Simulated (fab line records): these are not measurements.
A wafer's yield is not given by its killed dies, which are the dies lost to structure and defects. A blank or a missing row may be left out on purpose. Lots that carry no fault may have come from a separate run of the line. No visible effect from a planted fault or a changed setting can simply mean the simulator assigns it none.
The tool behind it: which one? || flow gf180mcu || 6 lots, 18 wafers sampled, at 2 steps of a route of 602

== WHAT EACH GAUGE READ, for each wafer ==
GF_CONTACT_RS_MEAS_25: the measuring method here is four-point-probe.
{"lot": "L945", "measured": "day 17 14:25", "on": "film metro-03", "CONTACT_W_RS (ohm/sq)": "0.388 0.389 0.389"}
{"lot": "L947", "measured": "day 18 10:23", "on": "film metro-04", "CONTACT_W_RS (ohm/sq)": "0.387 0.383 0.386"}
{"lot": "L952", "measured": "day 20 16:34", "on": "film metro-03", "CONTACT_W_RS (ohm/sq)": "0.379 0.381 0.382"}
{"lot": "L957", "measured": "day 22 03:59", "on": "film metro-03", "CONTACT_W_RS (ohm/sq)": "0.387 0.382 0.379"}
{"lot": "L960", "measured": "day 23 10:10", "on": "film metro-02", "CONTACT_W_RS (ohm/sq)": "0.384 0.382 0.384"}
{"lot": "L962", "measured": "day 24 09:19", "on": "film metro-03", "CONTACT_W_RS (ohm/sq)": "0.381 0.380 0.382"}

== TOOL THAT RAN EACH LOT (tool first, then ch and the chambers of the sampled wafers, then the start) ==
{"lot": "L945", "GF_LVPWELL_EXPOSE_04": "iline stepper-02 ch 0, day 4 17:45"}
{"lot": "L947", "GF_LVPWELL_EXPOSE_04": "iline stepper-01 ch 0, day 5 03:59"}
{"lot": "L952", "GF_LVPWELL_EXPOSE_04": "iline stepper-02 ch 0, day 6 11:03"}
{"lot": "L957", "GF_LVPWELL_EXPOSE_04": "iline stepper-01 ch 0, day 7 10:47"}
{"lot": "L960", "GF_LVPWELL_EXPOSE_04": "iline stepper-01 ch 0, day 8 09:03"}
{"lot": "L962", "GF_LVPWELL_EXPOSE_04": "iline stepper-01 ch 0, day 8 22:36"}
- GF_LVPWELL_EXPOSE_04: exposes mask LVPWELL, target cd 600 nm.

== THE ANSWER, worked out from the rows above alone ==
Rule: what is usual is taken from the lots themselves. Put in order of their means at a reading, lots are off if they are a third of the lots or fewer, leave a main group of 4 or more, and stand apart from it by a gap of 3 or more times the standard deviation of the main group's means; of several such gaps the widest counts. A main group whose means are all the same, to the digits that the tables above print for the reading, isn't used. Also off: a lot with no number at a reading for which 4 or more lots have one. Any other lot the step has rows for is counted as sound.
Across all readings shown, no lot is off: no conclusion can be drawn from this.

== WHAT THE SIMULATOR HAD PUT IN ==
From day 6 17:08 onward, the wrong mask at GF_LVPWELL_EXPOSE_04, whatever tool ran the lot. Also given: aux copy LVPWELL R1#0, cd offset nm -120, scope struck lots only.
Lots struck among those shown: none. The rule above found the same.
